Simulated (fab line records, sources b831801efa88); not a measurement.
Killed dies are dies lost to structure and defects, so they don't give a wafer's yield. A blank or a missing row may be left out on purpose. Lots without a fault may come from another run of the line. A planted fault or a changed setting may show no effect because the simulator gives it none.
Problem report in the 8D (eight disciplines) form, filled by code | flow sky130 | the parts of the form that need people (team, actions taken, sign-off) are left out

1. THE PROBLEM
run_length_s at SKY_FIELD_ISO_WET_ETCH_18 reads a mean of 485 s on 6 wafers of 2 lots; wafers without a fault read 313 s with a standard deviation of 3. That is +57 standard deviations from the usual mean.
The step: etches Si3N4 in H3PO4, target depth 25 nm, time 286 s.
First seen on wafer L168.1, day 3 19:55, on wet_bench-01. The record holds 18 wafers of 6 lots with a number at this step. Rule for "out", or "out of limits": more than 4 standard deviations from the usual mean. The other wafers with a number count as sound.

2. WHAT IT IS AND WHAT IT IS NOT
question                    | is                     | is not
which readings at this step | run_length_s           | -
which lots                  | L168, L170             | L161, L166, L176, L178
which wafers of those lots  | all that have a number | -
read on which tools         | wet_bench-01           | wet_bench-04
when                        | from day 3 19:55       | up to then (6 sound wafers); but 6 sound wafers of L176, L178 came after

3. SUSPECTS, AND WHAT RULES EACH OUT
Counting: a tool at a process step up to the reading stays a suspect if it ran every lot that is out and no sound lot after the first of them.
- wet_bench-01 at SKY_FIELD_ISO_WET_ETCH_18 (etches Si3N4 in H3PO4, target depth 25 nm, time 286 s): kept. It ran every lot that is out, first L168 (day 3 19:55), and no sound lot after that; its last sound lot up to then is L161 (day 2 05:42). Its own readings are out on those wafers: run_length_s.
Left after counting: wet_bench-01 at SKY_FIELD_ISO_WET_ETCH_18.

4. THE CAUSE (what the simulator had put in)
Process parameter drift: wet_bench-01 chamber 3, from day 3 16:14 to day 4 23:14, at SKY_FIELD_ISO_WET_ETCH_18. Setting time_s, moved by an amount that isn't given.
Counting left only this tool.

5. THE CHAIN OF EFFECTS, in route order
Each row: a reading whose mean over the struck wafers that have a number lies more than 3 standard deviations from the usual. Only readings for which the record gives a usual standard deviation are gone through. hours: the time from each lot's start at the first step in this table that gives one to its start at this step, as a median over the lots. sigmas: the change in usual standard deviations.
hours | step                      | reading      | usual | on struck wafers | change | sigmas
0     | SKY_FIELD_ISO_WET_ETCH_18 | run_length_s | 313 s | 485              | +172   | +57
The process steps in it:
- SKY_FIELD_ISO_WET_ETCH_18: etches Si3N4 in H3PO4, target depth 25 nm, time 286 s.
Later measuring or inspecting steps at which every struck wafer that the step has a row for has a number for every such reading, and none has moved that far: SKY_FIELD_ISO_THK_MEAS_23, SKY_FIELD_ISO_THK_MEAS_25.

6. WHAT WOULD HAVE CAUGHT IT SOONER
In this record the first reading out of limits was taken at day 3 19:55, 4 hours after the fault began at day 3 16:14.
